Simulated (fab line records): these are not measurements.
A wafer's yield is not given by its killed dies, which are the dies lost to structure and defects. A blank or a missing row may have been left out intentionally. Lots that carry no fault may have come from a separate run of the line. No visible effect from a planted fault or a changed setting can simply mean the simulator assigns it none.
Chamber matching | flow sky130 | hdpcvd-02 running SKY_VIA4_HDPCVD_00: 3 sister chambers
The step deposits SiO2, target thk 1750 nm, time 291.7 s. 18 wafers are shown with their chamber, then 9 later ones without.

WAFERS WITH THEIR CHAMBER
wafer  | chamber | susceptor temp C (C)
L879.1 | 1       | 400.12
L879.3 | 2       | 399.67
L879.5 | 0       | 400.01
L881.1 | 0       | 399.80
L881.3 | 2       | 399.64
L881.5 | 1       | 399.57
L882.1 | 2       | 400.08
L882.2 | 1       | 399.89
L882.3 | 0       | 400.00
L883.1 | 1       | 399.76
L883.4 | 1       | 400.04
L883.6 | 0       | 400.13
L884.2 | 1       | 400.01
L884.4 | 0       | 400.32
L884.5 | 2       | 400.06
L886.2 | 2       | 400.05
L886.3 | 1       | 399.66
L886.4 | 2       | 400.25

SIGNATURES, as means of the wafers listed above
reading          | chamber 0 | chamber 1 | chamber 2 | scatter within a chamber
susceptor temp C | 400.0520  | 399.8643  | 399.9583  | 0.217
Rule: for a wafer and a chamber, the distance is found by dividing, reading by reading, the gap between the wafer's reading and the chamber's mean by the reading's scatter, squaring, summing and taking the root. If the next closest chamber is less than 2 further off than the closest, the wafer can't be placed; otherwise it belongs to the closest. How the scatter is found: for the shown wafers, subtract from each reading the mean of its chamber, square and add these, divide the total by (wafers less chambers), then take the root.

WAFERS WITHOUT THEIR CHAMBER
wafer  | susceptor temp C (C)
L887.1 | 400.09
L887.4 | 400.00
L887.6 | 399.64
L898.1 | 399.84
L898.5 | 400.14
L898.6 | 400.06
L900.3 | 399.73
L900.4 | 400.10
L900.5 | 399.89

CHAMBER TAKEN BY EACH
wafer  | from the rows above          | in truth
L887.1 | can't be placed: 0 or 2 or 1 | 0
L887.4 | can't be placed: 2 or 0 or 1 | 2
L887.6 | can't be placed: 1 or 2 or 0 | 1
L898.1 | can't be placed: 1 or 2 or 0 | 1
L898.5 | can't be placed: 0 or 2 or 1 | 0
L898.6 | can't be placed: 0 or 2 or 1 | 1
L900.3 | can't be placed: 1 or 2 or 0 | 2
L900.4 | can't be placed: 0 or 2 or 1 | 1
L900.5 | can't be placed: 1 or 2 or 0 | 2
Correct placement for 0 of the 9. Cannot be placed on the basis of these rows: 9; the candidates contain the true chamber in 9. Number placed wrongly: 0.
